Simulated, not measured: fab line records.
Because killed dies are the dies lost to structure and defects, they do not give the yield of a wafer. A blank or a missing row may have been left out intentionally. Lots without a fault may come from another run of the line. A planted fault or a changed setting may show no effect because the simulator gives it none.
What tool caused it? -- flow sky130 -- 24 lots, 72 wafers sampled, at 5 steps of a route of 708

WHAT THE GAUGES READ, wafer by wafer
SKY_VIA1_THK_MEAS_23: measures by xrf.
lot,measured,on,VIA1_W_THK (nm)
L074,day 34 07:32,filmMetro-01,260 256 259
L075,day 34 10:46,filmMetro-02,263 266 258
L076,day 34 12:25,filmMetro-01,254 259 254
L077,day 35 01:56,filmMetro-01,257 259 256
L078,day 35 04:14,filmMetro-04,262 268 263
L079,day 35 09:43,filmMetro-02,268 263 270
L080,day 35 15:34,filmMetro-01,264 261 265
L081,day 35 22:24,filmMetro-04,270 263 267
L082,day 36 12:04,filmMetro-01,256 258 262
L083,day 36 15:46,filmMetro-01,255 257 259
L084,day 36 17:41,filmMetro-02,260 263 268
L085,day 37 08:35,filmMetro-01,265 262 259
L086,day 37 13:19,filmMetro-01,265 267 265
L087,day 37 20:52,filmMetro-04,265 271 265
L088,day 38 14:43,filmMetro-01,259 263 259
L089,day 38 19:34,filmMetro-04,269 266 269
L090,day 39 08:14,filmMetro-01,255 258 258
L091,day 39 15:42,filmMetro-04,271 271 270
L093,day 39 19:46,filmMetro-02,268 264 270
L092,day 39 20:15,filmMetro-02,265 267 272
L094,day 39 22:50,filmMetro-04,270 269 262
L095,day 41 01:50,filmMetro-04,273 274 266
L097,day 41 02:23,filmMetro-02,265 266 267
L096,day 41 09:19,filmMetro-02,269 258 264

SKY_VIA3_RS_MEAS_22: measures by four-point-probe.
lot,measured,on,VIA3_W_RS (ohm/sq)
L074,day 39 22:14,filmMetro-02,0.287 0.287 0.292
L075,day 40 00:23,filmMetro-04,0.295 0.298 0.297
L076,day 40 03:49,filmMetro-02,0.288 0.292 0.289
L077,day 40 12:04,filmMetro-04,0.286 0.296 0.289
L078,day 40 17:55,filmMetro-04,0.296 0.289 0.297
L079,day 40 23:14,filmMetro-01,0.289 0.296 0.293
L080,day 41 04:02,filmMetro-04,0.290 0.288 0.291
L081,day 41 08:58,filmMetro-01,0.291 0.295 0.300
L082,day 41 22:33,filmMetro-01,0.297 0.295 0.294
L083,day 42 02:58,filmMetro-04,0.289 0.292 0.297
L084,day 42 05:01,filmMetro-02,0.288 0.288 0.294
L085,day 42 15:30,filmMetro-04,0.297 0.288 0.289
L086,day 43 03:13,filmMetro-02,0.294 0.288 0.294
L087,day 43 05:40,filmMetro-01,0.286 0.293 0.287
L088,day 43 22:04,filmMetro-04,0.295 0.287 0.288
L089,day 44 01:13,filmMetro-04,0.299 0.288 0.299
L090,day 44 11:27,filmMetro-02,0.293 0.289 0.297
L091,day 44 21:29,filmMetro-02,0.289 0.296 0.289
L093,day 44 23:35,filmMetro-01,0.294 0.294 0.299
L092,day 45 00:50,filmMetro-01,0.299 0.298 0.292
L094,day 45 04:31,filmMetro-02,0.293 0.298 0.298
L095,day 46 02:42,filmMetro-04,0.294 0.294 0.286
L097,day 46 04:25,filmMetro-01,0.284 0.287 0.295
L096,day 46 07:55,filmMetro-04,0.293 0.282 0.295

WHAT TOOL EACH LOT RAN ON (gives the tool, then ch and the chambers of the sampled wafers, and finally the start)
lot,SKY_VIA1_ETCH_15,SKY_VIA2_CVD_21,SKY_METAL3_STRIP_19
L074,"rieDiel-04 ch 2,3, day 34 06:32","cvdW-01 ch 0,1, day 36 14:21","plasmaAsher-01 ch 0,1, day 38 19:36"
L075,"rieDiel-02 ch 1,2, day 34 09:49","cvdW-01 ch 0,1, day 36 16:56","plasmaAsher-03 ch 0,1, day 38 21:43"
L076,"rieDiel-02 ch 0,2,3, day 34 11:29","cvdW-02 ch 0,1, day 36 19:28","plasmaAsher-02 ch 0,1, day 39 01:09"
L077,"rieDiel-04 ch 1,2,3, day 35 00:57","cvdW-02 ch 0,1, day 37 06:28","plasmaAsher-02 ch 0,1, day 39 09:46"
L078,"rieDiel-02 ch 0,1,2, day 35 02:58","cvdW-02 ch 0,1, day 37 10:10","plasmaAsher-03 ch 0,1, day 39 14:37"
L079,"rieDiel-04 ch 0,1,3, day 35 08:48","cvdW-02 ch 0,1, day 37 15:52","plasmaAsher-02 ch 0,1, day 39 20:37"
L080,"rieDiel-04 ch 1,2,3, day 35 14:38","cvdW-01 ch 0,1, day 37 21:59","plasmaAsher-01 ch 0,1, day 40 01:06"
L081,"rieDiel-03 ch 0,3, day 35 21:29","cvdW-02 ch 0,1, day 38 03:56","plasmaAsher-03 ch 0,1, day 40 07:32"
L082,"rieDiel-04 ch 1,3, day 36 11:08","cvdW-01 ch 0,1, day 38 17:20","plasmaAsher-03 ch 0,1, day 40 20:37"
L083,"rieDiel-02 ch 0,1, day 36 14:50","cvdW-01 ch 0, day 38 21:38","plasmaAsher-02 ch 0,1, day 41 00:11"
L084,"rieDiel-04 ch 0,1,2, day 36 16:44","cvdW-01 ch 0, day 38 23:51","plasmaAsher-02 ch 0,1, day 41 03:04"
L085,"rieDiel-02 ch 1,2,3, day 37 07:39","cvdW-02 ch 0, day 39 12:59","plasmaAsher-02 ch 0,1, day 41 14:40"
L086,"rieDiel-02 ch 0,1, day 37 12:24","cvdW-01 ch 0,1, day 39 18:14","plasmaAsher-01 ch 0,1, day 42 01:46"
L087,"rieDiel-04 ch 0,3, day 37 19:55","cvdW-02 ch 0, day 40 01:14","plasmaAsher-02 ch 0,1, day 42 03:28"
L088,"rieDiel-02 ch 1,2,3, day 38 13:48","cvdW-02 ch 0,1, day 40 19:32","plasmaAsher-02 ch 0,1, day 42 20:46"
L089,"rieDiel-02 ch 0,1,2, day 38 18:38","cvdW-02 ch 0,1, day 40 22:52","plasmaAsher-01 ch 0, day 43 00:22"
L090,"rieDiel-02 ch 0,1,2, day 39 07:13","cvdW-01 ch 0,1, day 41 11:02","plasmaAsher-02 ch 0,1, day 43 11:27"
L091,"rieDiel-03 ch 0,2,3, day 39 14:47","cvdW-02 ch 0,1, day 41 20:44","plasmaAsher-01 ch 0,1, day 43 21:14"
L093,"rieDiel-03 ch 0,2,3, day 39 18:42","cvdW-02 ch 0,1, day 41 22:40","plasmaAsher-01 ch 0,1, day 43 23:10"
L092,"rieDiel-02 ch 0,1,3, day 39 19:20","cvdW-01 ch 0,1, day 41 23:39","plasmaAsher-01 ch 0,1, day 44 00:13"
L094,"rieDiel-03 ch 0,3, day 39 21:55","cvdW-02 ch 0,1, day 42 02:57","plasmaAsher-02 ch 0,1, day 44 03:17"
L095,"rieDiel-03 ch 0,1, day 41 00:53","cvdW-02 ch 0,1, day 43 03:50","plasmaAsher-01 ch 0,1, day 45 03:07"
L097,"rieDiel-02 ch 1,2, day 41 01:26","cvdW-02 ch 0,1, day 43 05:01","plasmaAsher-02 ch 0,1, day 45 04:10"
L096,"rieDiel-02 ch 0,1,2, day 41 08:22","cvdW-01 ch 0,1, day 43 10:38","plasmaAsher-01 ch 0,1, day 45 08:10"
- SKY_VIA1_ETCH_15: etches SiO2 in C4F8/O2/Ar, stops on TiN, target depth 351 nm, time 54 s.
- SKY_VIA2_CVD_21: deposits W, target thk 420 nm, time 126.4 s.
- SKY_METAL3_STRIP_19: strips in O2/N2.

AS READ BY THE TOOLS THEMSELVES (means over the sampled wafers that have a number; for cases with no such wafer, the mark the record gives instead)
SKY_VIA1_ETCH_15.
lot,tool,biasW (W),oesProductAu (a.u.)
L074,rieDiel-04,1200,0.975
L075,rieDiel-02,1198,0.979
L076,rieDiel-02,1199,0.981
L077,rieDiel-04,1200,0.984
L078,rieDiel-02,1200,0.977
L079,rieDiel-04,1201,0.990
L080,rieDiel-04,1197,0.983
L081,rieDiel-03,1199,0.979
L082,rieDiel-04,1204,0.984
L083,rieDiel-02,1199,0.982
L084,rieDiel-04,1197,0.979
L085,rieDiel-02,1199,0.976
L086,rieDiel-02,1197,0.983
L087,rieDiel-04,1201,0.986
L088,rieDiel-02,1196,0.982
L089,rieDiel-02,1198,0.979
L090,rieDiel-02,1198,0.982
L091,rieDiel-03,1198,0.985
L093,rieDiel-03,1202,0.974
L092,rieDiel-02,1201,0.972
L094,rieDiel-03,1198,0.981
L095,rieDiel-03,1203,0.983
L097,rieDiel-02,1202,0.978
L096,rieDiel-02,1201,0.980

SKY_VIA2_CVD_21.
lot,tool,heaterPowerW (W)
L074,cvdW-01,850
L075,cvdW-01,838
L076,cvdW-02,878
L077,cvdW-02,884
L078,cvdW-02,875
L079,cvdW-02,880
L080,cvdW-01,856
L081,cvdW-02,892
L082,cvdW-01,848
L083,cvdW-01,860
L084,cvdW-01,854
L085,cvdW-02,844
L086,cvdW-01,867
L087,cvdW-02,841
L088,cvdW-02,870
L089,cvdW-02,864
L090,cvdW-01,843
L091,cvdW-02,863
L093,cvdW-02,862
L092,cvdW-01,866
L094,cvdW-02,870
L095,cvdW-02,842
L097,cvdW-02,880
L096,cvdW-01,853

SKY_METAL3_STRIP_19.
lot,tool,drypumpMotorCurrentA (A),oesProductAu (a.u.),stripTimeToEndpointS (s)
L074,plasmaAsher-01,6.1,0.512,6.57
L075,plasmaAsher-03,5.8,0.503,6.58
L076,plasmaAsher-02,6.1,0.498,6.50
L077,plasmaAsher-02,6.1,0.499,6.43
L078,plasmaAsher-03,5.8,0.499,6.46
L079,plasmaAsher-02,6.1,0.504,6.55
L080,plasmaAsher-01,5.8,0.502,6.53
L081,plasmaAsher-03,6.2,0.500,6.43
L082,plasmaAsher-03,5.8,0.500,6.48
L083,plasmaAsher-02,6.1,0.507,6.63
L084,plasmaAsher-02,5.7,0.500,6.53
L085,plasmaAsher-02,6.1,0.493,6.39
L086,plasmaAsher-01,5.8,0.498,6.48
L087,plasmaAsher-02,6.1,0.502,6.50
L088,plasmaAsher-02,6.1,0.498,6.43
L089,plasmaAsher-01,5.5,0.502,6.49
L090,plasmaAsher-02,5.7,0.498,6.45
L091,plasmaAsher-01,6.1,0.495,6.48
L093,plasmaAsher-01,6.1,0.499,6.44
L092,plasmaAsher-01,5.8,0.500,6.49
L094,plasmaAsher-02,5.7,0.496,6.43
L095,plasmaAsher-01,6.1,0.497,6.49
L097,plasmaAsher-02,6.1,0.498,6.43
L096,plasmaAsher-01,5.8,0.502,6.46

THE ANSWER, worked out from the rows above alone
Rule: usual is defined by the lots themselves. The widest of any qualifying gaps counts: lots, ordered by their means at a reading, are off when they make up no more than a third of the lots, leave a main group of 4 or more, and stand apart from it by 3 or more times the standard deviation of that group's means. A main group is skipped when, at the precision printed for the reading in the tables above, its means are all equal. Also off: a lot with no number at a reading for which 4 or more lots have one. Where the step has rows for the other lots, those lots are counted as sound. The gauges are gone through in route order, then the tools' own readings, and for those a lot's mean is taken as printed above. The first step at which some lot is off is used, and at that step the reading that is off furthest; a lot without a number counts as furthest.
Nothing can be told from this: no lot is off at any reading shown.

WHAT THE SIMULATOR HAD INSERTED
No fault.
